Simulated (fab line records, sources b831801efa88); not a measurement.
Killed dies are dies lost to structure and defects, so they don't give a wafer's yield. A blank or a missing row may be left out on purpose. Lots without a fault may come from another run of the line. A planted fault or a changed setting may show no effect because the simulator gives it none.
fab line records | flow sky130
record lots=7 wafers=21 last_day=50
route steps=708 shown VT_ADJUST_HVTR@135 VT_ADJUST_PCH@143 PAD_OPEN@708
lots that met no fault: from a run of the same line without faults
start_h: hours from the record's first day to the start of the lot's first wafer shown | wait_h: hours since the lot's step before | " the same as in the row above | L1.1+2: a row that stands for several wafers | - no value, or no start given | * or withheld: withheld | < > ~ a bound
route shown NAME@n: a module of which the file shows steps, and the number in the route of the first | usual: mean/standard deviation of fault-free wafers | same: alike in all rows | chamber/n: place in a boat | sites: the reading at each site | _std_site: their standard deviation | _edge_site: outer sites' mean less inner sites' | radius_mm: how far each site lies from the wafer's centre | mask NAME#n: copy n | behind: the tool/chamber that last shaped the wafer | hold: why the lot was held/for how many hours/how that ended | device: the transistor (n, p or np) that didn't switch | end of line: the same wafers' tests at the end of the route | a step without rows: its recipe alone | killed: dies lost to structure and defects at the first sort, not the wafer's yield | map: a wafer's dies, x killed, . not, _ none there
set.NAME: the setting as run; set.NAME@STEP: as run at that earlier step | model.NAME: the simulator's own value behind a step, which no gauge read
lots at some steps of the route; a table a step, a row a wafer
services: from which hour (start_h, from the record's first day; less than 0 if before it) a tool's chamber was out of use, for how many hours, and why
## steps
# step SKY_VT_ADJUST_HVTR_EXPOSE_04
# recipe mask_id=HVTRM target_cd_nm=380 na=0.6 source_shape=conventional sigma_outer=0.6 dose_mj=150
# step SKY_VT_ADJUST_HVTR_PEB_05
# recipe temp_c=withheld time_s=* resist=NOVOLAK
# step SKY_VT_ADJUST_HVTR_DEVELOP_06
# recipe develop_time_s=60 dev_temp_c=23
# step SKY_VT_ADJUST_HVTR_CD_MEAS_07
# recipe target_cd_nm=380
# usual cd_nm=380.2/2.3
# columns lot.wafer tool chamber start_h wait_h cd_nm
L347.1 cd_sem-01 - 226.28 0.1 378.1
L347.2 " - " " 381.6
L347.3 " - " " 381.6
L354.1 cd_sem-01 - 272.50 0.1 380.0
L354.2 " - " " 377.0
L354.3 " - " " 377.4
L357.1 cd_sem-02 - 299.67 0.2 380.1
L357.2 " - " " 381.6
L357.4 " - " " 380.9
L359.2 cd_sem-02 - 313.46 0.1 383.0
L359.3 " - " " 384.0
L359.4 " - " " 383.6
L360.1 cd_sem-02 - 319.53 0.1 381.9
L360.5 " - " " 378.1
L360.6 " - " " 381.1
L362.2 cd_sem-01 - 330.31 0.1 380.0
L362.4 " - " " 378.9
L362.5 " - " " 380.5
L365.1 cd_sem-02 - 358.59 0.1 382.1
L365.2 " - " " 384.5
L365.4 " - " " 381.3
# step SKY_VT_ADJUST_HVTR_OVL_MEAS_08
# usual VT_ADJUST_HVTR_OVL=0.3/1.5
# columns lot.wafer tool chamber start_h wait_h VT_ADJUST_HVTR_OVL[nm]
L347.1 overlay-01 - 226.40 0.1 2.4
L347.2 " - " " 0.5
L347.3 " - " " 0.5
L354.1 overlay-01 - 272.62 0.1 1.8
L354.2 " - " " 0.4
L354.3 " - " " 3.3
L357.1 overlay-01 - 299.79 0.1 -1.1
L357.2 " - " " 0.2
L357.4 " - " " -3.0
L359.2 overlay-02 - 313.57 0.1 -0.5
L359.3 " - " " -0.3
L359.4 " - " " 0.6
L360.1 overlay-01 - 319.65 0.1 -0.4
L360.5 " - " " 0.4
L360.6 " - " " 1.3
L362.2 overlay-02 - 330.42 0.1 -0.8
L362.4 " - " " -1.8
L362.5 " - " " 0.5
L365.1 overlay-01 - 358.71 0.1 2.7
L365.2 " - " " 2.1
L365.4 " - " " 1.8
# step SKY_VT_ADJUST_HVTR_IMPLANT_09
# recipe species=B energy_kev=10 dose_cm2=2.086e+12 tilt_deg=withheld
# step SKY_VT_ADJUST_HVTR_STRIP_10
# recipe chemistry=O2/N2 power_w=1400 pressure_mtorr=1500 platen_temp_c=withheld o2_flow_sccm=3000 n2_flow_sccm=300 overash_fraction=0.5
# usual drypump_motor_current_A=5.6/0.35 oes_product_au=0.716/0.0049 strip_time_to_endpoint_s=14.16/0.032
# columns lot.wafer tool chamber start_h wait_h drypump_motor_current_A oes_product_au rf_hours_counter_h strip_time_to_endpoint_s
L347.1 plasma_asher-01 0 226.59 0.1 5.3 0.711 54 14.17
L347.2 " 1 " " 5.5 0.719 54 14.13
L347.3 " 1 " " 5.6 0.713 - 14.18
L354.1 plasma_asher-03 0 272.80 0.1 5.7 0.711 57 14.12
L354.2 " 1 " " 5.2 0.715 57 14.12
L354.3 " 0 " " 5.7 0.718 - 14.12
L357.1 plasma_asher-04 1 299.98 0.1 6.3 0.729 50 14.22
L357.2 " 0 " " 5.6 0.725 50 14.18
L357.4 " 1 " " 6.3 0.720 - 14.17
L359.2 plasma_asher-04 0 313.75 0.1 5.6 0.707 51 14.16
L359.3 " 1 " " 6.3 0.709 - 14.16
L359.4 " 0 " " 5.6 0.720 - 14.18
L360.1 plasma_asher-04 1 319.84 0.1 6.4 0.712 51 14.21
L360.5 " 1 " " 6.4 0.713 - 14.19
L360.6 " 0 " " 5.6 0.713 - 14.18
L362.2 plasma_asher-03 0 330.60 0.1 5.7 0.701 63 14.19
L362.4 " 1 " " 5.3 0.716 - 14.14
L362.5 " 0 " " 5.7 0.712 - 14.16
L365.1 plasma_asher-01 1 358.90 0.1 5.5 0.727 67 14.18
L365.2 " 0 " " 5.3 0.720 67 14.15
L365.4 " 0 " " 5.4 0.713 - 14.15
# step SKY_VT_ADJUST_HVTR_TW_MEAS_11
# usual VT_ADJUST_HVTR_TW=211.3/1.2
# columns lot.wafer tool chamber start_h wait_h VT_ADJUST_HVTR_TW
L347.1 film_metro-04 - 226.84 0.2 210.1
L347.2 " - " " 210.2
L347.3 " - " " 209.8
L354.1 film_metro-04 - 272.90 0.1 211.1
L354.2 " - " " 210.5
L354.3 " - " " 210.9
L357.1 film_metro-02 - 300.08 0.1 212.1
L357.2 " - " " 211.4
L357.4 " - " " 211.6
L359.2 film_metro-02 - 313.86 0.1 211.7
L359.3 " - " " 211.0
L359.4 " - " " 210.7
L360.1 film_metro-03 - 319.94 0.1 208.9
L360.5 " - " " 209.5
L360.6 " - " " 209.4
L362.2 film_metro-03 - 330.71 0.1 209.4
L362.4 " - " " 209.5
L362.5 " - " " 209.8
L365.1 film_metro-02 - 359.00 0.1 211.7
L365.2 " - " " 211.5
L365.4 " - " " 210.9
# step SKY_VT_ADJUST_PCH_DEHYDRATE_00
# recipe temp_c=200 time_s=60
# step SKY_VT_ADJUST_PCH_HMDS_01
# recipe prime_time_s=60 prime_temp_c=120
# step SKY_VT_ADJUST_PCH_COAT_02
# recipe spin_rpm=2000 resist_thk_nm=3000
# step SKY_VT_ADJUST_PCH_SOFTBAKE_03
# recipe temp_c=110 time_s=withheld
# step SKY_VT_ADJUST_PCH_EXPOSE_04
# recipe mask_id=NWM na=0.6 source_shape=conventional sigma_outer=0.6 polarization=unpolarized target_cd_nm=840 dose_mj=255
# columns lot.wafer tool chamber start_h wait_h mask model.VT_ADJUST_PCH.overlay_x_nm
L347.1+2+3 iline_stepper-01 0 238.07 - NWM#0 0.5999
L354.1+2+3 iline_stepper-01 0 285.77 - NWM#0 -1.837
L357.1+2+4 iline_stepper-02 0 313.29 - NWM#0 -0.5315
L359.2+3+4 iline_stepper-01 0 327.09 - NWM#0 66.16
L360.1+5+6 iline_stepper-01 0 332.84 - NWM#0 65.14
L362.2+4+5 iline_stepper-01 0 345.00 - NWM#0 65.93
L365.1+2+4 iline_stepper-02 0 372.91 - NWM#0 0.1358
# step SKY_VT_ADJUST_PCH_PEB_05
# recipe temp_c=115 time_s=withheld
# step SKY_VT_ADJUST_PCH_DEVELOP_06
# recipe wall_angle_deg=90 developer=TMAH develop_time_s=60 dev_temp_c=23
# step SKY_VT_ADJUST_PCH_OVL_MEAS_07
# usual VT_ADJUST_PCH_OVL=1.7/1.4
# columns lot.wafer tool chamber start_h wait_h VT_ADJUST_PCH_OVL[nm]
L347.1 overlay-02 - 249.15 - 2.5
L347.2 " - " " 1.5
L347.3 " - " " 2.0
L354.1 overlay-02 - 298.14 - -1.5
L354.2 " - " " -2.1
L354.3 " - " " -0.1
L357.1 overlay-01 - 326.06 - 0.8
L357.2 " - " " -0.4
L357.4 " - " " 1.4
L359.2 overlay-02 - 340.90 - 66.1
L359.3 " - " " 66.6
L359.4 " - " " 68.1
L360.1 overlay-02 - 346.59 - 65.6
L360.5 " - " " 67.0
L360.6 " - " " 65.5
L362.2 overlay-02 - 358.60 - 67.6
L362.4 " - " " 67.8
L362.5 " - " " 67.6
L365.1 overlay-01 - 386.74 - 2.4
L365.2 " - " " 1.8
L365.4 " - " " 2.6
# step SKY_VT_ADJUST_PCH_IMPLANT_08
# recipe species=B energy_kev=10 dose_cm2=5e+11 tilt_deg=withheld
# step SKY_PAD_OPEN_PROBE_99
# usual killed_at_M0_to_M3=44/6.3 killed_at_M4_up=3.1/2 killed_at_contacts=24/4.8 killed_at_front_end=15/4.6 killed_at_other=0.2/0.51 killed_dies=87/8.4 killed_open=48/6.4 killed_short=39/5.9
# same gross_dies=492 killed_at_back_side=0
# columns lot.wafer tool chamber start_h wait_h killed_at_M0_to_M3 killed_at_M4_up killed_at_contacts killed_at_front_end killed_at_other killed_dies killed_open killed_short
L359.2 prober-01 - 1158.68 0.1 36 5 30 17 1 89 50 39
L359.3 prober-01 - 1158.73 0.2 43 3 33 9 1 89 49 40
L359.4 prober-01 - 1158.78 0.2 37 4 32 16 1 90 51 39
L362.2 prober-01 - 1176.38 0.1 47 4 21 12 0 84 43 41
L362.4 prober-01 - 1176.48 0.2 47 2 25 17 0 91 50 41
L362.5 prober-01 - 1176.53 0.2 43 2 25 11 0 81 43 38
# killed by level:class
L359.2 CONTACT:geometric_particle:open=9 VIA1:geometric_particle:open=9 LI_CONTACT:geometric_particle:open=8 CONTACT:geometric_particle:short=6 FIELD_ISO:geometric_particle:open=5 VIA1:geometric_particle:short=5 FIELD_ISO:geometric_particle:short=4 POLY_GATE:geometric_particle:short=4
L359.3 CONTACT:geometric_particle:open=13 VIA3:geometric_particle:open=8 VIA2:geometric_particle:open=8 LI_CONTACT:geometric_particle:open=7 CONTACT:geometric_particle:short=6 METAL1:geometric_particle:short=5 FIELD_ISO:geometric_particle:open=4 LOCAL_INTERCONNECT:geometric_particle:short=4
L359.4 VIA1:geometric_particle:open=10 CONTACT:geometric_particle:open=9 LI_CONTACT:geometric_particle:open=8 VIA3:geometric_particle:open=7 LOCAL_INTERCONNECT:geometric_particle:short=6 POLY_GATE:geometric_particle:short=5 CONTACT:geometric_particle:short=5 VIA1:geometric_particle:short=5
L362.2 CONTACT:geometric_particle:open=11 VIA1:geometric_particle:open=11 VIA2:geometric_particle:open=6 VIA3:geometric_particle:open=5 METAL1:geometric_particle:short=5 VIA2:geometric_particle:short=4 METAL3:geometric_particle:short=4 VIA3:geometric_particle:short=4
L362.4 CONTACT:geometric_particle:open=15 VIA3:geometric_particle:open=8 VIA1:geometric_particle:open=8 METAL1:geometric_particle:short=7 FIELD_ISO:geometric_particle:short=6 FIELD_ISO:geometric_particle:open=6 VIA1:geometric_particle:short=6 CONTACT:geometric_particle:short=4
L362.5 CONTACT:geometric_particle:open=13 VIA1:geometric_particle:open=9 LI_CONTACT:geometric_particle:open=6 METAL1:geometric_particle:short=6 VIA1:geometric_particle:short=6 METAL2:geometric_particle:short=4 VIA2:geometric_particle:open=4 FIELD_ISO:geometric_particle:short=3
## services
# columns tool chamber start_h hours kind
plasma_asher-03 - 258.69 12.5 repair
iline_stepper-02 - 287.77 3.8 repair
iline_stepper-02 - 342.39 1.7 pm
iline_stepper-01 - 353.97 1.7 pm
## key
first_sign step=SKY_VT_ADJUST_PCH_OVL_MEAS_07 reading=VT_ADJUST_PCH_OVL direction=up sigmas=46 usual=1.7 struck=66.9
effect none on later readings
model_effect step=SKY_VT_ADJUST_PCH_EXPOSE_04 value=VT_ADJUST_PCH.overlay_x_nm without=-0.2278 struck=65.74
met_at SKY_VT_ADJUST_PCH_EXPOSE_04
struck_wafers L359.2,L359.3,L359.4,L360.1,L360.5,L360.6,L362.2,L362.4,L362.5
tester_left_out L359,L360,L362
onset_between 285.77 327.09
fault kind=scanner_matching_overlay tool=iline_stepper-01 chamber=- onset_h=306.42 steps=SKY_VT_ADJUST_PCH_EXPOSE_04 offset=65.972
# tester_left_out: of these lots the tester's yield and bins aren't shown, on N5 and GAA mostly nor the transistor test; their killed dies are dies lost to structure and defects alone, not to doping, threshold or leakage, so they don't give the yield
